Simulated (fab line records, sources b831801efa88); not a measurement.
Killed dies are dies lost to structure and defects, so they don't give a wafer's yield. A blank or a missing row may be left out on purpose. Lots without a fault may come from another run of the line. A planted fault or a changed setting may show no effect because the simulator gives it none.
fab line records | flow sfq_line
record lots=6 wafers=18 last_day=92
route steps=325 shown L0@4 L0V@16 M0@28
lots that met no fault: from a run of the same line without faults
start_h: hours from the record's first day to the start of the lot's first wafer shown | wait_h: hours since the lot's step before | " the same as in the row above | L1.1+2: a row that stands for several wafers | - no value, or no start given | * or withheld: withheld | < > ~ a bound
route shown NAME@n: a module of which the file shows steps, and the number in the route of the first | usual: mean/standard deviation of fault-free wafers | same: alike in all rows | chamber/n: place in a boat | sites: the reading at each site | _std_site: their standard deviation | _edge_site: outer sites' mean less inner sites' | radius_mm: how far each site lies from the wafer's centre | mask NAME#n: copy n | behind: the tool/chamber that last shaped the wafer | hold: why the lot was held/for how many hours/how that ended | device: the transistor (n, p or np) that didn't switch | end of line: the same wafers' tests at the end of the route | a step without rows: its recipe alone | killed: dies lost to structure and defects at the first sort, not the wafer's yield | map: a wafer's dies, x killed, . not, _ none there
set.NAME: the setting as run; set.NAME@STEP: as run at that earlier step | model.NAME: the simulator's own value behind a step, which no gauge read
lots at some steps of the route; a table a step, a row a wafer
services: from which hour (start_h, from the record's first day; less than 0 if before it) a tool's chamber was out of use, for how many hours, and why
## steps
# step SFQ_L0_RS_MEAS_901
# recipe thk_meas_gauge=four-point-probe reads=MoNx_KI_of_TRILAYER_L0_DEP_SPUTTER_003
# usual L0_MONX_KI_RS=43.5/0.38
# columns lot.wafer tool chamber start_h wait_h L0_MONX_KI_RS[ohm/sq]
L894.1 film_metro-04 - 12.56 0.0 42.9
L894.2 " - " " 43.0
L894.3 " - " " 42.7
L898.2 film_metro-03 - 32.58 0.1 43.9
L898.3 " - " " 43.4
L898.6 " - " " 43.5
L900.2 film_metro-02 - 42.58 0.1 43.9
L900.4 " - " " 43.2
L900.6 " - " " 43.5
L901.3 film_metro-03 - 47.60 0.1 42.7
L901.5 " - " " 43.2
L901.6 " - " " 43.4
L909.2 film_metro-02 - 87.58 0.1 43.1
L909.4 " - " " 42.9
L909.6 " - " " 43.0
L911.3 film_metro-03 - 97.60 0.1 43.7
L911.4 " - " " 43.4
L911.6 " - " " 43.6
# step SFQ_L0_THK_MEAS_902
# recipe thk_meas_gauge=xrf reads=MoNx_KI_of_TRILAYER_L0_DEP_SPUTTER_003
# usual L0_MONX_KI_THK=40.3/0.36
# columns lot.wafer tool chamber start_h wait_h L0_MONX_KI_THK[nm]
L894.1 film_metro-04 - 12.68 0.1 41.1
L894.2 " - " " 41.0
L894.3 " - " " 41.1
L898.2 film_metro-03 - 32.69 0.1 40.0
L898.3 " - " " 40.4
L898.6 " - " " 40.3
L900.2 film_metro-02 - 42.69 0.1 39.9
L900.4 " - " " 40.5
L900.6 " - " " 40.0
L901.3 film_metro-03 - 47.70 0.1 41.1
L901.5 " - " " 40.5
L901.6 " - " " 40.5
L909.2 film_metro-02 - 87.69 0.1 40.7
L909.4 " - " " 40.8
L909.6 " - " " 40.7
L911.3 film_metro-03 - 97.70 0.1 40.2
L911.4 " - " " 40.2
L911.6 " - " " 40.2
# step SFQ_TRILAYER_L0_LITHO_COAT_010
# recipe resist=BARC spin_rpm=3000 resist_thk_nm=62
# step SFQ_TRILAYER_L0_LITHO_COAT_005
# recipe resist=KrF spin_rpm=3000 resist_thk_nm=600
# step SFQ_TRILAYER_L0_LITHO_SOFTBAKE_009
# recipe temp_c=withheld time_s=withheld resist=KrF
# step SFQ_TRILAYER_L0_LITHO_EXPOSE_006
# recipe mask_id=L0 na=0.6 source_shape=conventional sigma_outer=0.65 target_cd_nm=2000 dose_mj=14.4
# step SFQ_TRILAYER_L0_LITHO_PEB_008
# recipe peb_temp_c=115 peb_time_s=60 resist=KrF
# step SFQ_TRILAYER_L0_LITHO_DEVELOP_007
# recipe time_s=60 resist=KrF
# step SFQ_TRILAYER_L0_BARC_OPEN_METAL_ETCH_010
# recipe mask_material=PR chemistry=O2 target_depth_nm=125 target=BARC icp_w=600 bias_w=80 pressure_mtorr=10 time_s=41.7
# usual drypump_motor_current_A=5.5/0.31 oes_product_au=0.685/0.0049
# columns lot.wafer tool chamber start_h wait_h drypump_motor_current_A oes_product_au rf_hours_counter_h
L894.1 rie_metal-03 0 73.77 0.1 5.9 0.686 21
L894.2 " 1 " " 5.2 0.689 0
L894.3 " 0 " " 5.9 0.687 -
L898.2 rie_metal-03 0 98.97 0.1 5.9 0.678 25
L898.3 " 1 " " 5.1 0.679 -
L898.6 " 1 " " 5.2 0.685 -
L900.2 rie_metal-01 0 112.17 0.1 5.3 0.686 161
L900.4 " 1 " " 6.0 0.690 -
L900.6 " 0 " " 5.3 0.687 -
L901.3 rie_metal-04 0 122.99 0.1 5.4 0.681 -
L901.5 " 0 " " 5.4 0.688 -
L901.6 " 0 " " 5.4 0.684 -
L909.2 rie_metal-04 1 176.87 0.1 5.5 0.692 43
L909.4 " 1 " " 5.5 0.687 -
L909.6 " 0 " " 5.4 0.681 -
L911.3 rie_metal-04 0 189.40 0.1 5.4 0.691 -
L911.4 " 1 " " 5.5 0.687 -
L911.6 " 1 " " 5.5 0.690 -
# step SFQ_TRILAYER_L0_ETCH_METAL_ETCH_008
# recipe target=MoNx_KI stop_on=SiO2 mask_material=PR chemistry=SF6/O2 target_depth_nm=50 icp_w=600 bias_w=80 pressure_mtorr=10 time_s=25
# usual drypump_motor_current_A=5.5/0.31 oes_product_au=0.874/0.006
# columns lot.wafer tool chamber start_h wait_h drypump_motor_current_A oes_product_au rf_hours_counter_h
L894.1 rie_metal-03 0 73.83 0.0 5.9 0.874 21
L894.2 " 1 " " 5.2 0.883 0
L894.3 " 0 " " 6.0 0.878 -
L898.2 rie_metal-03 0 99.03 0.0 5.9 0.868 25
L898.3 " 1 " " 5.1 0.877 -
L898.6 " 1 " " 5.1 0.872 -
L900.2 rie_metal-01 0 112.23 0.0 5.3 0.868 161
L900.4 " 1 " " 6.0 0.873 -
L900.6 " 0 " " 5.3 0.871 -
L901.3 rie_metal-04 0 123.10 0.1 5.4 0.883 -
L901.5 " 0 " " 5.4 0.878 -
L901.6 " 0 " " 5.4 0.867 -
L909.2 rie_metal-04 1 176.93 0.0 5.5 0.885 43
L909.4 " 1 " " 5.5 0.878 -
L909.6 " 0 " " 5.4 0.882 -
L911.3 rie_metal-04 0 189.46 0.0 5.4 0.873 -
L911.4 " 1 " " 5.5 0.874 -
L911.6 " 1 " " 5.5 0.870 -
# step SFQ_TRILAYER_L0_STRIP_STRIP_009
# recipe gas=O2 power_w=200 platen_temp_c=40 overash_fraction=0.65 chemistry=O2 pressure_mtorr=50
# step SFQ_TRILAYER_L0_STRIP_SOLV_CLEAN_010
# recipe chemistry=NMP temp_c=70 time_s=600
# step SFQ_TRILAYER_L0_CAP_PECVD_011
# recipe material=SiO2 temp_c=150 time_s=13.333 pressure_torr=2.4 rf_w=183.3 precursor=SiH4/N2O target_thk_nm=60
# usual heater_power_outer_w=29/6.3 heater_power_w=83/12 throttle_valve_pct=24.9/1.5
# columns lot.wafer tool chamber start_h wait_h heater_power_outer_w heater_power_w since_wet_clean_h throttle_valve_pct model.SiO2_of_TRILAYER_L0_CAP_PECVD_011.thk_nm
L894.1 pecvd-04 1 74.65 0.0 30 83 989 28.3 59.75
L894.2 " 2 " " 22 70 989 25.3 58.73
L894.3 " 0 " " 32 76 989 25.9 59.61
L898.2 pecvd-01 2 99.88 0.0 24 82 261 23.8 58.29
L898.3 " 0 " " 30 82 261 23.4 60.07
L898.6 " 0 " " 31 81 - 24.0 61.19
L900.2 pecvd-03 1 113.08 0.0 25 81 658 24.1 42.59
L900.4 " 2 " " 37 97 - 25.1 61.47
L900.6 " 1 " " 25 81 - 24.1 59.62
L901.3 pecvd-03 1 124.54 0.0 29 86 669 23.9 57.98
L901.5 " 1 " " 29 86 - 23.9 42.57
L901.6 " 0 " " 33 97 - 23.6 59.39
L909.2 pecvd-04 1 177.75 0.0 25 76 1092 28.2 59.1
L909.4 " 0 " " 23 64 - 25.9 61.23
L909.6 " 2 " " 14 60 - 24.9 59.32
L911.3 pecvd-03 2 190.28 0.0 36 92 735 25.2 59.47
L911.4 " 0 " " 39 105 - 24.0 59.95
L911.6 " 1 " " 36 97 - 24.0 59.81
# step SFQ_TRILAYER_L0_VIA_LITHO_COAT_018
# recipe resist=BARC spin_rpm=3000 resist_thk_nm=62
# step SFQ_TRILAYER_L0_VIA_LITHO_COAT_013
# recipe resist=KrF spin_rpm=3000 resist_thk_nm=650
# step SFQ_TRILAYER_L0_VIA_LITHO_SOFTBAKE_017
# recipe temp_c=withheld time_s=withheld resist=KrF
# step SFQ_TRILAYER_L0_VIA_LITHO_EXPOSE_014
# recipe mask_id=L0V na=0.6 source_shape=conventional sigma_outer=0.65 target_cd_nm=700 dose_mj=21.3
# step SFQ_TRILAYER_L0_VIA_LITHO_PEB_016
# recipe peb_temp_c=115 peb_time_s=60 resist=KrF
# step SFQ_TRILAYER_L0_VIA_LITHO_DEVELOP_015
# recipe time_s=60 resist=KrF
# step SFQ_L0V_OVL_MEAS_903
# usual L0V_OVL=0/5.1
# columns lot.wafer tool chamber start_h wait_h L0V_OVL[nm]
L894.1 overlay-01 - 156.47 0.1 -1
L894.2 " - " " -4
L894.3 " - " " 3
L898.2 overlay-01 - 196.18 0.1 6
L898.3 " - " " -2
L898.6 " - " " 3
L900.2 overlay-02 - 205.78 0.1 -3
L900.4 " - " " -5
L900.6 " - " " -2
L901.3 overlay-01 - 218.99 0.1 -6
L901.5 " - " " 1
L901.6 " - " " 9
L909.2 overlay-01 - 282.40 0.1 1
L909.4 " - " " 1
L909.6 " - " " -3
L911.3 overlay-02 - 295.26 0.1 -3
L911.4 " - " " 6
L911.6 " - " " 0
# step SFQ_TRILAYER_L0_VIA_BARC_OPEN_VIA_ETCH_021
# recipe mask_material=PR chemistry=O2 target_depth_nm=125 target=BARC source_w=500 bias_w=80 pressure_mtorr=30 time_s=41.7
# usual drypump_motor_current_A=5.6/0.46 oes_product_au=0.685/0.0049
# columns lot.wafer tool chamber start_h wait_h drypump_motor_current_A oes_product_au rf_hours_counter_h
L894.1 rie_diel-02 3 156.51 0.0 6.2 0.686 10
L894.2 " 1 " " 5.3 0.684 52
L894.3 " 2 " " 6.0 0.699 1
L898.2 rie_diel-02 0 196.21 0.0 5.9 0.680 9
L898.3 " 1 " " 5.3 0.682 53
L898.6 " 2 " " 6.0 0.694 -
L900.2 rie_diel-02 0 205.81 0.0 5.8 0.686 9
L900.4 " 1 " " 5.3 0.687 53
L900.6 " 0 " " 5.9 0.683 -
L901.3 rie_diel-01 1 219.01 0.0 6.0 0.685 9
L901.5 " 3 " " 4.9 0.686 -
L901.6 " 2 " " 5.7 0.686 -
L909.2 rie_diel-01 1 282.43 0.0 6.0 0.678 11
L909.4 " 0 " " 5.9 0.687 6
L909.6 " 2 " " 5.7 0.682 -
L911.3 rie_diel-03 2 295.28 0.0 5.1 0.684 26
L911.4 " 1 " " 4.8 0.688 3
L911.6 " 3 " " 5.5 0.682 -
# step SFQ_TRILAYER_L0_VIA_ETCH_VIA_ETCH_016
# recipe target=SiO2 stop_on=MoNx_KI mask_material=PR chemistry=CHF3 target_depth_nm=80 source_w=500 bias_w=80 pressure_mtorr=30 time_s=withheld
# usual drypump_motor_current_A=5.6/0.46 oes_product_au=0.842/0.0092
# columns lot.wafer tool chamber start_h wait_h drypump_motor_current_A oes_product_au model.etch.depth_nm model.L0V.feature_depth_nm
L894.1 rie_diel-02 3 156.55 0.0 6.2 0.839 59.75 59.75
L894.2 " 1 " " 5.3 0.833 58.73 58.73
L894.3 " 2 " " 6.0 0.840 59.61 59.61
L898.2 rie_diel-02 0 196.25 0.0 5.8 0.831 58.29 58.29
L898.3 " 1 " " 5.3 0.839 60.07 60.07
L898.6 " 2 " " 6.0 0.849 61.19 61.19
L900.2 rie_diel-02 0 205.85 0.0 5.8 0.711 42.59 42.59
L900.4 " 1 " " 5.4 0.859 61.47 61.47
L900.6 " 0 " " 5.9 0.838 59.62 59.62
L901.3 rie_diel-01 1 219.05 0.0 6.0 0.821 57.98 57.98
L901.5 " 3 " " 4.8 0.703 42.57 42.57
L901.6 " 2 " " 5.7 0.843 59.39 59.39
L909.2 rie_diel-01 1 282.47 0.0 6.0 0.841 59.1 59.1
L909.4 " 0 " " 5.9 0.854 61.23 61.23
L909.6 " 2 " " 5.7 0.840 59.32 59.32
L911.3 rie_diel-03 2 295.32 0.0 5.1 0.837 59.47 59.47
L911.4 " 1 " " 4.8 0.842 59.95 59.95
L911.6 " 3 " " 5.6 0.844 59.81 59.81
# step SFQ_TRILAYER_L0_VIA_STRIP_STRIP_017
# recipe gas=O2 power_w=200 platen_temp_c=40 overash_fraction=0.65 chemistry=O2 pressure_mtorr=50
# usual drypump_motor_current_A=5.6/0.41 oes_product_au=1.005/0.015
# columns lot.wafer tool chamber start_h wait_h drypump_motor_current_A oes_product_au rf_hours_counter_h
L894.1 rie_metal-04 0 156.60 - 5.4 1.015 94
L894.2 " 1 " " 5.5 1.016 38
L894.3 " 0 " " 5.4 1.026 -
L898.2 rie_metal-02 0 196.30 - 5.5 1.001 68
L898.3 " 0 " " 5.5 1.001 -
L898.6 " 1 " " 6.3 0.999 -
L900.2 rie_metal-02 1 206.10 - 6.3 0.983 -
L900.4 " 1 " " 6.3 0.992 -
L900.6 " 1 " " 6.3 0.994 -
L901.3 rie_metal-03 0 219.30 - 5.9 1.035 -
L901.5 " 0 " " 5.9 1.017 -
L901.6 " 1 " " 5.2 1.002 -
L909.2 rie_metal-03 0 282.51 - 6.0 1.018 56
L909.4 " 0 " " 5.9 1.024 -
L909.6 " 1 " " 5.2 0.994 -
L911.3 rie_metal-03 1 295.57 - 5.2 0.987 -
L911.4 " 0 " " 5.9 1.013 -
L911.6 " 0 " " 5.9 1.022 -
# step SFQ_TRILAYER_L0_VIA_STRIP_SOLV_CLEAN_018
# recipe chemistry=NMP temp_c=70 time_s=600
# step SFQ_TRILAYER_M0_DEP_PRE_CLEAN_020
# recipe gas=Ar time_s=15 bias_v=250
# columns lot.wafer tool chamber start_h wait_h model.SiO2_of_TRILAYER_L0_CAP_PECVD_011.thk_nm
L894.1 pvd_sputter-03 - 157.58 0.0 54.75
L894.2 " - " " 53.73
L894.3 " - " " 54.61
L898.2 pvd_sputter-03 - 197.07 0.0 53.29
L898.3 " - " " 55.07
L898.6 " - " " 56.19
L900.2 pvd_sputter-03 - 207.27 0.0 37.59
L900.4 " - " " 56.47
L900.6 " - " " 54.62
L901.3 pvd_sputter-03 - 219.87 0.0 52.98
L901.5 " - " " 37.57
L901.6 " - " " 54.39
L909.2 pvd_sputter-05 - 283.29 0.0 54.1
L909.4 " - " " 56.23
L909.6 " - " " 54.32
L911.3 pvd_sputter-03 - 296.14 0.0 54.47
L911.4 " - " " 54.95
L911.6 " - " " 54.81
# step SFQ_TRILAYER_M0_DEP_SPUTTER_019
# recipe material=Nb base_pressure_pa=1.33e-06 chamber_pressure_pa=0.1333 substrate_temp_c=20 resputter_cathode_voltage_v=400 target_thk_nm=200 power_w=2000 time_s=133.3
# usual throttle_valve_pct=29.9/1.3
# columns lot.wafer tool chamber start_h wait_h throttle_valve_pct
L894.1 pvd_sputter-03 - 157.60 0.0 27.9
L894.2 " - " " 29.4
L894.3 " - " " 30.4
L898.2 pvd_sputter-03 - 197.10 0.0 28.1
L898.3 " - " " 30.1
L898.6 " - " " 28.1
L900.2 pvd_sputter-03 - 207.30 0.0 29.2
L900.4 " - " " 30.6
L900.6 " - " " 29.6
L901.3 pvd_sputter-03 - 219.90 0.0 29.8
L901.5 " - " " 29.6
L901.6 " - " " 27.9
L909.2 pvd_sputter-05 - 283.31 0.0 28.3
L909.4 " - " " 31.4
L909.6 " - " " 31.0
L911.3 pvd_sputter-03 - 296.17 0.0 28.3
L911.4 " - " " 30.6
L911.6 " - " " 28.0
## services
# columns tool chamber start_h hours kind
rie_diel-03 0 67.55 1.4 repair
rie_diel-01 - 67.99 2.7 repair
pecvd-03 - 73.83 5.5 pm
rie_diel-03 - 88.53 1.4 repair
pecvd-04 - 88.89 5.1 repair
pvd_sputter-05 - 102.09 0.8 repair
rie_diel-02 2 107.23 9.8 repair
pvd_sputter-03 - 110.36 1.6 repair
rie_diel-01 2 111.04 8.3 repair
rie_metal-04 1 114.57 9.9 repair
rie_diel-02 - 128.68 2.8 pm
rie_metal-04 0 138.44 10.4 repair
rie_diel-03 0 139.53 2.8 repair
pvd_sputter-03 - 143.00 3.4 repair
rie_metal-03 0 143.24 1.1 repair
rie_metal-01 0 158.80 15.6 repair
rie_metal-03 - 170.82 1.0 repair
rie_diel-03 0 179.47 6.9 repair
rie_diel-01 2 181.48 12.9 repair
pecvd-03 - 192.70 28.1 pm
rie_diel-03 2 197.24 8.3 repair
rie_metal-04 - 200.26 0.3 repair
rie_metal-03 0 220.16 9.1 repair
rie_diel-02 1 220.18 11.1 repair
## key
first_sign step=SFQ_TRILAYER_L0_VIA_ETCH_VIA_ETCH_016 reading=oes_product_au direction=down sigmas=15 usual=0.842 struck=0.707
effect none on later readings
model_effect step=SFQ_TRILAYER_L0_CAP_PECVD_011 value=SiO2_of_TRILAYER_L0_CAP_PECVD_011.thk_nm without=58.67 struck=42.58
model_effect step=SFQ_TRILAYER_L0_VIA_ETCH_VIA_ETCH_016 value=etch.depth_nm without=58.67 struck=42.58
model_effect step=SFQ_TRILAYER_M0_DEP_PRE_CLEAN_020 value=SiO2_of_TRILAYER_L0_CAP_PECVD_011.thk_nm without=53.67 struck=37.58
met_at SFQ_TRILAYER_L0_CAP_PECVD_011
struck_wafers L900.2,L901.5
fault kind=process_parameter_drift tool=pecvd-03 chamber=- onset_h=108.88 steps=SFQ_TRILAYER_L0_CAP_PECVD_011 channel=target_thk_nm offset=-16.095 shape=step end_h=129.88 scope=struck_wafers_only acts_in=these_recipes_only stated=60
